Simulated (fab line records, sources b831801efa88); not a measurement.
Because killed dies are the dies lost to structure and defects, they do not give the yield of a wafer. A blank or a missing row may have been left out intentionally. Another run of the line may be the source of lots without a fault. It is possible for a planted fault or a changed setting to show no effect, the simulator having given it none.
Which tool was responsible? :: flow sky130 :: 33 wafers from 11 lots sampled at 6 of the route's 708 steps

== WHAT THE GAUGES READ, wafer by wafer ==
SKY_FIELD_ISO_THK_MEAS_04. Usual: FIELD_ISO_CVD_03_THK gives 166.3 nm (standard deviation 1.7).
lot: L610
measured: day 1 13:29
on: film-metro-02
FIELD_ISO_CVD_03_THK (nm): 166.7 166.5 166.1
flag: 

lot: L611
measured: day 1 21:04
on: film-metro-04
FIELD_ISO_CVD_03_THK (nm): 167.4 166.2 166.6
flag: 

lot: L613
measured: day 2 06:25
on: film-metro-04
FIELD_ISO_CVD_03_THK (nm): 163.2 164.2 162.6
flag: 

lot: L614
measured: day 2 11:18
on: film-metro-02
FIELD_ISO_CVD_03_THK (nm): 166.4 167.1 167.5
flag: 

lot: L616
measured: day 2 22:02
on: film-metro-02
FIELD_ISO_CVD_03_THK (nm): 164.8 165.2 165.8
flag: 

lot: L619
measured: day 3 12:10
on: film-metro-04
FIELD_ISO_CVD_03_THK (nm): 163.0 164.2 165.4
flag: 

lot: L620
measured: day 3 17:09
on: film-metro-04
FIELD_ISO_CVD_03_THK (nm): 165.4 166.0 166.1
flag: 

lot: L621
measured: day 3 22:33
on: film-metro-04
FIELD_ISO_CVD_03_THK (nm): 155.1 155.3 154.5
flag: OFF

lot: L622
measured: day 4 02:43
on: film-metro-02
FIELD_ISO_CVD_03_THK (nm): 154.0 154.2 153.9
flag: OFF

lot: L623
measured: day 4 08:56
on: film-metro-03
FIELD_ISO_CVD_03_THK (nm): 158.9 158.0 157.4
flag: OFF

lot: L624
measured: day 4 11:53
on: film-metro-04
FIELD_ISO_CVD_03_THK (nm): 156.3 155.2 155.1
flag: OFF

SKY_VT_ADJUST_NCORE_CD_MEAS_07: target cd 380 nm. Usual: cd-nm 379.4 nm, standard deviation 2.6.
lot: L610
measured: day 8 13:51
on: cd-sem-01
cd-nm (nm): 376.0 374.7 376.9
flag: 

lot: L611
measured: day 8 21:07
on: cd-sem-02
cd-nm (nm): 379.7 382.2 381.0
flag: 

lot: L613
measured: day 9 15:35
on: cd-sem-01
cd-nm (nm): 380.1 382.0 382.9
flag: 

lot: L614
measured: day 9 18:58
on: cd-sem-01
cd-nm (nm): 373.8 373.1 374.1
flag: 

lot: L616
measured: day 10 09:46
on: cd-sem-01
cd-nm (nm): 384.0 385.3 384.5
flag: 

lot: L619
measured: day 11 07:49
on: cd-sem-01
cd-nm (nm): 379.3 376.8 379.1
flag: 

lot: L620
measured: day 11 13:58
on: cd-sem-01
cd-nm (nm): 376.7 377.9 379.1
flag: 

lot: L621
measured: day 11 17:49
on: cd-sem-01
cd-nm (nm): 377.4 376.4 379.1
flag: 

lot: L622
measured: day 12 01:23
on: cd-sem-01
cd-nm (nm): 380.5 378.5 377.6
flag: 

lot: L623
measured: day 12 11:02
on: cd-sem-01
cd-nm (nm): 383.4 382.5 382.0
flag: 

lot: L624
measured: day 12 21:30
on: cd-sem-01
cd-nm (nm): 378.5 378.2 379.7
flag: 

== WHAT TOOL EACH LOT RAN ON (gives the tool, then ch and the chambers of the sampled wafers, and finally the start) ==
lot: L610
SKY_FIELD_ISO_CVD_03: lpcvd-02 ch 1, day 1 11:41
SKY_FIELD_ISO_ETCH_14: rie-diel-01 ch 1,2,3, day 2 04:15
SKY_FIELD_ISO_ETCH_15: rie-diel-01 ch 1,2,3, day 2 04:17
SKY_FIELD_ISO_CMP_27: cmp-01 ch 1,2,3, day 2 10:57

lot: L611
SKY_FIELD_ISO_CVD_03: lpcvd-02 ch 0, day 1 19:16
SKY_FIELD_ISO_ETCH_14: rie-diel-03 ch 0,1,2, day 2 11:09
SKY_FIELD_ISO_ETCH_15: rie-diel-03 ch 0,1,2, day 2 11:11
SKY_FIELD_ISO_CMP_27: cmp-01 ch 0,2,3, day 2 16:31

lot: L613
SKY_FIELD_ISO_CVD_03: lpcvd-02 ch 1, day 2 04:38
SKY_FIELD_ISO_ETCH_14: rie-diel-03 ch 0,1,2, day 2 21:05
SKY_FIELD_ISO_ETCH_15: rie-diel-03 ch 0,1,2, day 2 21:07
SKY_FIELD_ISO_CMP_27: cmp-02 ch 1,2,3, day 3 05:35

lot: L614
SKY_FIELD_ISO_CVD_03: lpcvd-02 ch 0, day 2 09:31
SKY_FIELD_ISO_ETCH_14: rie-diel-01 ch 1,2, day 3 02:41
SKY_FIELD_ISO_ETCH_15: rie-diel-01 ch 1,2, day 3 02:43
SKY_FIELD_ISO_CMP_27: cmp-01 ch 0,1,3, day 3 08:28

lot: L616
SKY_FIELD_ISO_CVD_03: lpcvd-02 ch 1, day 2 20:14
SKY_FIELD_ISO_ETCH_14: rie-diel-01 ch 1,3, day 3 12:59
SKY_FIELD_ISO_ETCH_15: rie-diel-01 ch 1,3, day 3 13:01
SKY_FIELD_ISO_CMP_27: cmp-01 ch 2,3, day 3 19:35

lot: L619
SKY_FIELD_ISO_CVD_03: lpcvd-02 ch 0, day 3 10:22
SKY_FIELD_ISO_ETCH_14: rie-diel-03 ch 0,2,3, day 4 04:03
SKY_FIELD_ISO_ETCH_15: rie-diel-03 ch 0,2,3, day 4 04:05
SKY_FIELD_ISO_CMP_27: cmp-02 ch 0,1,3, day 4 11:09

lot: L620
SKY_FIELD_ISO_CVD_03: lpcvd-02 ch 0, day 3 15:20
SKY_FIELD_ISO_ETCH_14: rie-diel-03 ch 0,2,3, day 4 09:36
SKY_FIELD_ISO_ETCH_15: rie-diel-03 ch 0,2,3, day 4 09:38
SKY_FIELD_ISO_CMP_27: cmp-02 ch 0,3, day 4 14:55

lot: L621
SKY_FIELD_ISO_CVD_03: lpcvd-02 ch 1, day 3 20:44
SKY_FIELD_ISO_ETCH_14: rie-diel-02 ch 0,1, day 4 14:47
SKY_FIELD_ISO_ETCH_15: rie-diel-02 ch 0,1, day 4 14:49
SKY_FIELD_ISO_CMP_27: cmp-01 ch 0,3, day 4 19:07

lot: L622
SKY_FIELD_ISO_CVD_03: lpcvd-02 ch 0, day 4 00:56
SKY_FIELD_ISO_ETCH_14: rie-diel-01 ch 1,3, day 4 19:35
SKY_FIELD_ISO_ETCH_15: rie-diel-01 ch 1,3, day 4 19:37
SKY_FIELD_ISO_CMP_27: cmp-02 ch 1,2,3, day 4 23:28

lot: L623
SKY_FIELD_ISO_CVD_03: lpcvd-02 ch 0, day 4 07:09
SKY_FIELD_ISO_ETCH_14: rie-diel-02 ch 0,2,3, day 5 02:11
SKY_FIELD_ISO_ETCH_15: rie-diel-02 ch 0,2,3, day 5 02:13
SKY_FIELD_ISO_CMP_27: cmp-02 ch 0,1,3, day 5 06:47

lot: L624
SKY_FIELD_ISO_CVD_03: lpcvd-02 ch 0, day 4 10:05
SKY_FIELD_ISO_ETCH_14: rie-diel-01 ch 2,3, day 5 04:45
SKY_FIELD_ISO_ETCH_15: rie-diel-01 ch 2,3, day 5 04:47
SKY_FIELD_ISO_CMP_27: cmp-02 ch 1,3, day 5 11:35
- SKY_FIELD_ISO_CVD_03: deposits Si3N4 from DCS/NH3, target thk 165 nm, time 2830 s.
- SKY_FIELD_ISO_ETCH_14: etches BARC in N2/H2, stops on SiO2, time 45.9 s, target depth 60 nm.
- SKY_FIELD_ISO_ETCH_15: etches the open film in CHF3/O2, stops on Si, target depth 180 nm, time 72 s.
- SKY_FIELD_ISO_CMP_27: polishes, stops on Si3N4, t overpolish 16 s, target thk 457.8 nm.

== WHAT THE TOOLS THEMSELVES READ (means of the sampled wafers that have a number; where no wafer has one, the mark that the record gives instead) ==
SKY_FIELD_ISO_CVD_03. Usual: pressure-mtorr 250.1 mTorr, standard deviation 0.57.
lot: L610
tool: lpcvd-02
pressure-mtorr (mTorr): 249.3
flag: 

lot: L611
tool: lpcvd-02
pressure-mtorr (mTorr): 250.3
flag: 

lot: L613
tool: lpcvd-02
pressure-mtorr (mTorr): 250.6
flag: 

lot: L614
tool: lpcvd-02
pressure-mtorr (mTorr): 250.3
flag: 

lot: L616
tool: lpcvd-02
pressure-mtorr (mTorr): 249.8
flag: 

lot: L619
tool: lpcvd-02
pressure-mtorr (mTorr): 249.9
flag: 

lot: L620
tool: lpcvd-02
pressure-mtorr (mTorr): 250.3
flag: 

lot: L621
tool: lpcvd-02
pressure-mtorr (mTorr): 201.0
flag: OFF

lot: L622
tool: lpcvd-02
pressure-mtorr (mTorr): 199.0
flag: OFF

lot: L623
tool: lpcvd-02
pressure-mtorr (mTorr): 199.3
flag: OFF

lot: L624
tool: lpcvd-02
pressure-mtorr (mTorr): 200.6
flag: OFF

SKY_FIELD_ISO_ETCH_14. Usual: drypump-motor-current-A 5.8 A, standard deviation 0.35; n2-flow-sccm 100.02 sccm, standard deviation 0.26; oes-product-au 0.855 a.u., standard deviation 0.0047; throttle-valve-pct 13.225 %, standard deviation 0.0092.
lot: L610
tool: rie-diel-01
drypump-motor-current-A (A): 5.8
n2-flow-sccm (sccm): 100.04
oes-product-au (a.u.): 0.852
throttle-valve-pct (%): 13.230
flag: 

lot: L611
tool: rie-diel-03
drypump-motor-current-A (A): 5.9
n2-flow-sccm (sccm): 99.97
oes-product-au (a.u.): 0.855
throttle-valve-pct (%): 13.231
flag: 

lot: L613
tool: rie-diel-03
drypump-motor-current-A (A): 5.9
n2-flow-sccm (sccm): 100.00
oes-product-au (a.u.): 0.858
throttle-valve-pct (%): 13.219
flag: 

lot: L614
tool: rie-diel-01
drypump-motor-current-A (A): 5.9
n2-flow-sccm (sccm): 99.85
oes-product-au (a.u.): 0.850
throttle-valve-pct (%): 13.221
flag: 

lot: L616
tool: rie-diel-01
drypump-motor-current-A (A): 5.7
n2-flow-sccm (sccm): 100.19
oes-product-au (a.u.): 0.848
throttle-valve-pct (%): 13.217
flag: 

lot: L619
tool: rie-diel-03
drypump-motor-current-A (A): 5.9
n2-flow-sccm (sccm): 100.06
oes-product-au (a.u.): 0.856
throttle-valve-pct (%): 13.218
flag: 

lot: L620
tool: rie-diel-03
drypump-motor-current-A (A): 5.9
n2-flow-sccm (sccm): 99.79
oes-product-au (a.u.): 0.861
throttle-valve-pct (%): 13.234
flag: 

lot: L621
tool: rie-diel-02
drypump-motor-current-A (A): 6.2
n2-flow-sccm (sccm): 100.00
oes-product-au (a.u.): 0.855
throttle-valve-pct (%): 13.225
flag: 

lot: L622
tool: rie-diel-01
drypump-motor-current-A (A): 5.8
n2-flow-sccm (sccm): 99.85
oes-product-au (a.u.): 0.859
throttle-valve-pct (%): 13.222
flag: 

lot: L623
tool: rie-diel-02
drypump-motor-current-A (A): 5.6
n2-flow-sccm (sccm): 99.89
oes-product-au (a.u.): 0.857
throttle-valve-pct (%): 13.227
flag: 

lot: L624
tool: rie-diel-01
drypump-motor-current-A (A): 5.9
n2-flow-sccm (sccm): 99.85
oes-product-au (a.u.): 0.852
throttle-valve-pct (%): 13.226
flag: 

SKY_FIELD_ISO_ETCH_15. Usual: O2_flow_sccm 5.001 sccm, standard deviation 0.016; chf3-flow-sccm 49.99 sccm, standard deviation 0.16; drypump-motor-current-A 5.8 A, standard deviation 0.36; oes-product-au 0.950 a.u., standard deviation 0.0074; throttle-valve-pct 8.847 %, standard deviation 0.0095.
lot: L610
tool: rie-diel-01
O2_flow_sccm (sccm): 4.987
chf3-flow-sccm (sccm): 49.92
drypump-motor-current-A (A): 5.8
oes-product-au (a.u.): 0.954
throttle-valve-pct (%): 8.840
flag: 

lot: L611
tool: rie-diel-03
O2_flow_sccm (sccm): 5.005
chf3-flow-sccm (sccm): 49.91
drypump-motor-current-A (A): 5.9
oes-product-au (a.u.): 0.952
throttle-valve-pct (%): 8.853
flag: 

lot: L613
tool: rie-diel-03
O2_flow_sccm (sccm): 4.994
chf3-flow-sccm (sccm): 50.05
drypump-motor-current-A (A): 5.9
oes-product-au (a.u.): 0.939
throttle-valve-pct (%): 8.843
flag: 

lot: L614
tool: rie-diel-01
O2_flow_sccm (sccm): 5.003
chf3-flow-sccm (sccm): 49.82
drypump-motor-current-A (A): 5.9
oes-product-au (a.u.): 0.953
throttle-valve-pct (%): 8.845
flag: 

lot: L616
tool: rie-diel-01
O2_flow_sccm (sccm): 4.985
chf3-flow-sccm (sccm): 49.99
drypump-motor-current-A (A): 5.7
oes-product-au (a.u.): 0.941
throttle-valve-pct (%): 8.842
flag: 

lot: L619
tool: rie-diel-03
O2_flow_sccm (sccm): 5.012
chf3-flow-sccm (sccm): 50.07
drypump-motor-current-A (A): 5.9
oes-product-au (a.u.): 0.945
throttle-valve-pct (%): 8.839
flag: 

lot: L620
tool: rie-diel-03
O2_flow_sccm (sccm): 5.009
chf3-flow-sccm (sccm): 49.97
drypump-motor-current-A (A): 5.9
oes-product-au (a.u.): 0.947
throttle-valve-pct (%): 8.848
flag: 

lot: L621
tool: rie-diel-02
O2_flow_sccm (sccm): 5.007
chf3-flow-sccm (sccm): 50.11
drypump-motor-current-A (A): 6.2
oes-product-au (a.u.): 0.911
throttle-valve-pct (%): 8.839
flag: OFF

lot: L622
tool: rie-diel-01
O2_flow_sccm (sccm): 4.999
chf3-flow-sccm (sccm): 50.04
drypump-motor-current-A (A): 5.8
oes-product-au (a.u.): 0.909
throttle-valve-pct (%): 8.843
flag: OFF

lot: L623
tool: rie-diel-02
O2_flow_sccm (sccm): 4.995
chf3-flow-sccm (sccm): 49.92
drypump-motor-current-A (A): 5.6
oes-product-au (a.u.): 0.921
throttle-valve-pct (%): 8.837
flag: OFF

lot: L624
tool: rie-diel-01
O2_flow_sccm (sccm): 5.015
chf3-flow-sccm (sccm): 50.04
drypump-motor-current-A (A): 5.9
oes-product-au (a.u.): 0.910
throttle-valve-pct (%): 8.839
flag: OFF

SKY_FIELD_ISO_CMP_27. Usual: motor-current-A 12.4 A, standard deviation 1.
lot: L610
tool: cmp-01
motor-current-A (A): 13.3
flag: 

lot: L611
tool: cmp-01
motor-current-A (A): 12.3
flag: 

lot: L613
tool: cmp-02
motor-current-A (A): 12.0
flag: 

lot: L614
tool: cmp-01
motor-current-A (A): 13.1
flag: 

lot: L616
tool: cmp-01
motor-current-A (A): 12.6
flag: 

lot: L619
tool: cmp-02
motor-current-A (A): 11.4
flag: 

lot: L620
tool: cmp-02
motor-current-A (A): 11.3
flag: 

lot: L621
tool: cmp-01
motor-current-A (A): 12.7
flag: 

lot: L622
tool: cmp-02
motor-current-A (A): 11.9
flag: 

lot: L623
tool: cmp-02
motor-current-A (A): 11.4
flag: 

lot: L624
tool: cmp-02
motor-current-A (A): 12.1
flag: 

== THE ANSWER, worked out from the rows above alone ==
Rule: lot off if the mean of its wafers having a number is beyond 3 standard deviations from the usual mean. Also off: a lot with no number at a reading for which 4 or more lots have one. Where the step has rows for the other lots, those lots are counted as sound. The gauges are gone through in route order, then the tools' own readings, and for those a lot's mean is taken as printed above. The first step at which some lot is off is used, and at that step the reading that is off furthest; a lot without a number counts as furthest.
Off: L621, L622, L623, L624, seen at SKY_FIELD_ISO_THK_MEAS_04 (FIELD_ISO_CVD_03_THK).
If a tool, at a process step before that reading, ran all the lots that are off and no sound lot after the first of them, it fits. Not tried: the gauges at SKY_FIELD_ISO_THK_MEAS_04; whatever is off there is also off at SKY_FIELD_ISO_CVD_03, on other tools, and gauge error can't account for it. One candidate fits, namely lpcvd-02 at SKY_FIELD_ISO_CVD_03. Its last sound lot is L620 (day 3 15:20), its first lot that is off L621 (day 3 20:44): a fault that began between those two fits.
The tool's own readings at SKY_FIELD_ISO_CVD_03 bear it out: on the lots that are off they differ by more than 5 times the standard deviation of the sound lots' means. pressure-mtorr reads 200.0 mTorr there against 250.1 mTorr on the sound lots.

== WHAT THE SIMULATOR HAD INSERTED ==
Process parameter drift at SKY_FIELD_ISO_CVD_03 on lpcvd-02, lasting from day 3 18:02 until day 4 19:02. Setting pressure-mtorr, moved by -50, from 250. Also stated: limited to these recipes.
Shown lots that were struck: L621, L622, L623, L624. The rule given above showed the same thing.
